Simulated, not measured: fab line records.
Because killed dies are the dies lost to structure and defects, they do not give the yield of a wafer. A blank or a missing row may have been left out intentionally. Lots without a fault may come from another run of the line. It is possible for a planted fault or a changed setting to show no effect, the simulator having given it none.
One fault through the eyes of 2 desks | flow gf180mcu | what lay behind the numbers comes last; until then each desk has only its own

## THE TOOL OWNER'S DESK: pecvd-02
The tool's own readings at GF_V1_CVD_02 (deposits SiO2 from TEOS, target thk 850 nm, time 94.851 s): means of the sampled wafers that have a number, for each lot that ran on this tool. The brackets show how far a lot's mean lies from the usual mean; more than 4 standard deviations puts the lot out of limits, marked OUT.
Columns: A = heater power w at GF_V1_CVD_02, usual 651 W; B = run length s at GF_V1_CVD_02, usual 122.8 s
lot  | first seen here | A   | B
L273 | day 17 12:10    | 788 | 123.0
L275 | day 18 03:18    | 698 | 123.2
L281 | day 21 15:58    | 592 | 112.8 (-15) OUT
This desk finds L281 out of limits, L281 being first, at day 21 15:58 (run length s at GF_V1_CVD_02). L273, L275 stayed within limits.

## METROLOGY DESK
Means of the sampled wafers that have a number, per lot and without regard to the tool the lot ran on: this is what the gauges read. The brackets show how far a lot's mean lies from the usual mean; more than 4 standard deviations puts the lot out of limits, marked OUT.
Columns: A = V1_CVD_02_THK at GF_V1_THK_MEAS_03, usual 852 nm; B = V5_CVD_00_THK at GF_V5_THK_MEAS_01, usual 300 nm
lot  | first seen here | A              | B
L272 | day 17 01:57    | 853            | 299
L273 | day 17 12:15    | 847            | 303
L274 | day 17 22:58    | 860            | 305
L275 | day 18 03:22    | 849            | 300
L281 | day 21 16:02    | 753 (-8.2) OUT | 301
L287 | day 22 23:25    | 853            | 298
L288 | day 23 12:10    | 854            | 295
L290 | day 23 18:27    | 868            | 294
L292 | day 24 12:01    | 866            | 302
L293 | day 24 19:28    | 854            | 299
L294 | day 25 06:14    | 839            | 302
L295 | day 25 08:13    | 870            | 304
This desk reports L281 out of limits; the earliest was L281 at day 21 16:02 (V1_CVD_02_THK at GF_V1_THK_MEAS_03). L272, L273, L274, L275, L287, L288, L290, L292, L293, L294, L295 stayed within limits.

## BROUGHT TOGETHER
The tool owner's desk had the chance to raise an alarm at day 21 15:58 on L281.
The metrology desk could have raised an alarm at day 21 16:02, on L281.
On pecvd-02, each named lot ran GF_V1_CVD_02.

## WHAT THE SIMULATOR PUT IN
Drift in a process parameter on pecvd-02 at GF_V1_CVD_02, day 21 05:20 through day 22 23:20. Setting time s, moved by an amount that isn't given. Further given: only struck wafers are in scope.
Lots struck among those shown: L281.
Fault start to first reading out of limits, in hours, per desk: tool owner, 11; metrology, 11.
